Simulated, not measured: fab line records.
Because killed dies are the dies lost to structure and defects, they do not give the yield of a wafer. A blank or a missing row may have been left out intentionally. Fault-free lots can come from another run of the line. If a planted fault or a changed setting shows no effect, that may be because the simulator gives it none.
Which of the tools did it?    flow sky130    13 lots with 39 wafers sampled at 4 steps, on a route of 708 steps

## WHAT THE GAUGES SHOWED, per wafer
SKY_SD_P_TW_MEAS_11. Usual: SD_P_TW gives 2799 (standard deviation 19).
lot   measured      on             SD_P_TW         flag
L634  day 24 20:28  film-metro-01  2816 2786 2792  
L635  day 25 05:55  film-metro-01  2824 2829 2808  
L636  day 25 20:36  film-metro-01  2809 2819 2801  
L637  day 26 04:11  film-metro-03  2818 2816 2817  
L638  day 26 14:32  film-metro-02  2782 2775 2785  
L639  day 26 19:29  film-metro-02  2767 2796 2770  
L640  day 27 11:17  film-metro-03  2796 2806 2791  
L641  day 27 15:34  film-metro-02  2768 2782 2780  
L642  day 28 05:05  film-metro-01  2786 2807 2810  
L648  day 30 09:44  film-metro-02  2544 2543 2536  OFF
L649  day 30 18:17  film-metro-02  2550 2554 2543  OFF
L651  day 31 11:04  film-metro-01  2560 2575 2545  OFF
L656  day 32 20:36  film-metro-03  2826 2828 2815  

SKY_SD_N_RS_MEAS_17: uses a four-point probe to measure. Usual: SD_P_RS gives 147.1 ohm/sq (standard deviation 0.4).
lot   measured      on             SD_P_RS (ohm/sq)   flag
L634  day 27 07:35  film-metro-02  147.1 147.4 147.2  
L635  day 27 16:28  film-metro-03  146.9 147.1 147.1  
L636  day 28 06:49  film-metro-02  146.4 147.0 147.0  
L637  day 28 13:43  film-metro-02  147.5 147.7 147.3  
L638  day 28 23:08  film-metro-01  146.6 146.9 146.9  
L639  day 29 05:28  film-metro-02  147.8 147.5 147.6  
L640  day 29 20:41  film-metro-01  147.6 147.0 147.2  
L641  day 30 01:09  film-metro-01  146.2 146.2 146.5  
L642  day 30 14:16  film-metro-03  147.0 147.2 146.7  
L648  day 32 16:53  film-metro-01  169.0 167.9 168.3  OFF
L649  day 33 01:37  film-metro-02  168.2 168.4 168.7  OFF
L651  day 33 19:10  film-metro-02  169.1 168.8 169.2  OFF
L656  day 35 02:27  film-metro-02  147.4 147.5 146.6  

## EACH LOT AND THE TOOL THAT RAN IT (in order: tool; ch and the chambers of the sampled wafers; start)
lot   SKY_SD_P_IMPLANT_09              SKY_SD_P_STRIP_10
L634  implanter-04 ch 0, day 24 20:16  plasma-asher-02 ch 0,1, day 24 20:22
L635  implanter-04 ch 0, day 25 05:41  plasma-asher-03 ch 0,1, day 25 05:49
L636  implanter-02 ch 0, day 25 20:23  plasma-asher-02 ch 0,1, day 25 20:31
L637  implanter-02 ch 0, day 26 03:58  plasma-asher-04 ch 0,1, day 26 04:06
L638  implanter-03 ch 0, day 26 14:18  plasma-asher-02 ch 0,1, day 26 14:26
L639  implanter-02 ch 0, day 26 19:14  plasma-asher-03 ch 0,1, day 26 19:23
L640  implanter-04 ch 0, day 27 11:02  plasma-asher-02 ch 1, day 27 11:11
L641  implanter-02 ch 0, day 27 15:21  plasma-asher-03 ch 0,1, day 27 15:28
L642  implanter-03 ch 0, day 28 04:52  plasma-asher-04 ch 0,1, day 28 05:00
L648  implanter-02 ch 0, day 30 09:30  plasma-asher-03 ch 1, day 30 09:38
L649  implanter-02 ch 0, day 30 18:02  plasma-asher-04 ch 0,1, day 30 18:11
L651  implanter-02 ch 0, day 31 10:49  plasma-asher-02 ch 0, day 31 10:58
L656  implanter-03 ch 0, day 32 20:22  plasma-asher-03 ch 0,1, day 32 20:29
- SKY_SD_P_IMPLANT_09
- SKY_SD_P_STRIP_10: strips in O2/N2.

## WHAT THE TOOLS THEMSELVES READ (means of the sampled wafers that have a number; where no wafer has one, the mark that the record gives instead)
SKY_SD_P_IMPLANT_09. Usual: beam-energy-keV 19.999, standard deviation 0.0058; end-station-pressure-torr 1.4e-05 Torr, standard deviation 9e-07.
lot   tool          beam-energy-keV  end-station-pressure-torr (Torr)  flag
L634  implanter-04  20.002           1.4e-05                           
L635  implanter-04  19.987           1.5e-05                           
L636  implanter-02  20.000           1.5e-05                           
L637  implanter-02  19.996           1.4e-05                           
L638  implanter-03  19.996           1.4e-05                           
L639  implanter-02  19.997           1.4e-05                           
L640  implanter-04  20.000           1.4e-05                           
L641  implanter-02  19.998           1.5e-05                           
L642  implanter-03  19.998           1.3e-05                           
L648  implanter-02  14.602           1.4e-05                           OFF
L649  implanter-02  14.595           1.4e-05                           OFF
L651  implanter-02  14.596           1.5e-05                           OFF
L656  implanter-03  20.006           1.3e-05                           

SKY_SD_P_STRIP_10. Usual: chamber-pressure-mTorr 1499.9 mTorr, standard deviation 1.4; drypump-motor-current-A 6.1 A, standard deviation 0.61; oes-product-au 0.618 a.u., standard deviation 0.0042; strip-time-to-endpoint-s 17.48 s, standard deviation 0.038.
lot   tool             chamber-pressure-mTorr (mTorr)  drypump-motor-current-A (A)  oes-product-au (a.u.)  strip-time-to-endpoint-s (s)  flag
L634  plasma-asher-02  1499.9                          5.7                          0.617                  17.48                         
L635  plasma-asher-03  1500.7                          6.7                          0.616                  17.50                         
L636  plasma-asher-02  1499.9                          5.7                          0.618                  17.52                         
L637  plasma-asher-04  1500.6                          5.6                          0.620                  17.44                         
L638  plasma-asher-02  1498.9                          5.7                          0.612                  17.47                         
L639  plasma-asher-03  1499.9                          6.7                          0.618                  17.49                         
L640  plasma-asher-02  1500.4                          6.0                          0.617                  17.45                         
L641  plasma-asher-03  1500.1                          6.7                          0.618                  17.49                         
L642  plasma-asher-04  1500.4                          5.9                          0.616                  17.44                         
L648  plasma-asher-03  1500.9                          6.7                          0.636                  16.65                         OFF
L649  plasma-asher-04  1499.5                          5.6                          0.635                  16.63                         OFF
L651  plasma-asher-02  1500.9                          5.2                          0.637                  16.69                         OFF
L656  plasma-asher-03  1499.5                          6.7                          0.623                  17.48                         

## THE ANSWER, worked out from the rows above alone
Rule: a lot is off if the mean of its wafers that have a number lies more than 3 standard deviations from the usual mean. Also off: a lot with no number at a reading for which 4 or more lots have one. Where the step has rows for the other lots, those lots are counted as sound. The gauges are gone through in route order, then the tools' own readings, and for those a lot's mean is taken as printed above. At the first step where some lot is off, the reading lying furthest off is the one used; lots without a number count as furthest.
Off: L648, L649, L651, seen at SKY_SD_P_TW_MEAS_11 (SD_P_TW).
A tool fits if, at a process step before that reading, it ran every lot that is off, and no sound lot after the first of them. Not tried: the gauges at SKY_SD_P_TW_MEAS_11; whatever is off there is also off at SKY_SD_P_IMPLANT_09, on other tools, and gauge error can't account for it. One fits: implanter-02 at SKY_SD_P_IMPLANT_09. Its last sound lot is L641 (day 27 15:21), its first lot that is off L648 (day 30 09:30): a fault that began between those two fits.
On the lots that are off, the tool's own readings at SKY_SD_P_IMPLANT_09 differ by more than 5 times the standard deviation of the sound lots' means, which bears it out; beam-energy-keV reads 14.598 there versus 19.998 on the sound lots.

## WHAT THE SIMULATOR HAD INSERTED
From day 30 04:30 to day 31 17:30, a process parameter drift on implanter-02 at SKY_SD_P_IMPLANT_09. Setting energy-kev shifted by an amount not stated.
Struck lots among those shown: L648, L649, L651. Same finding as the rule above.
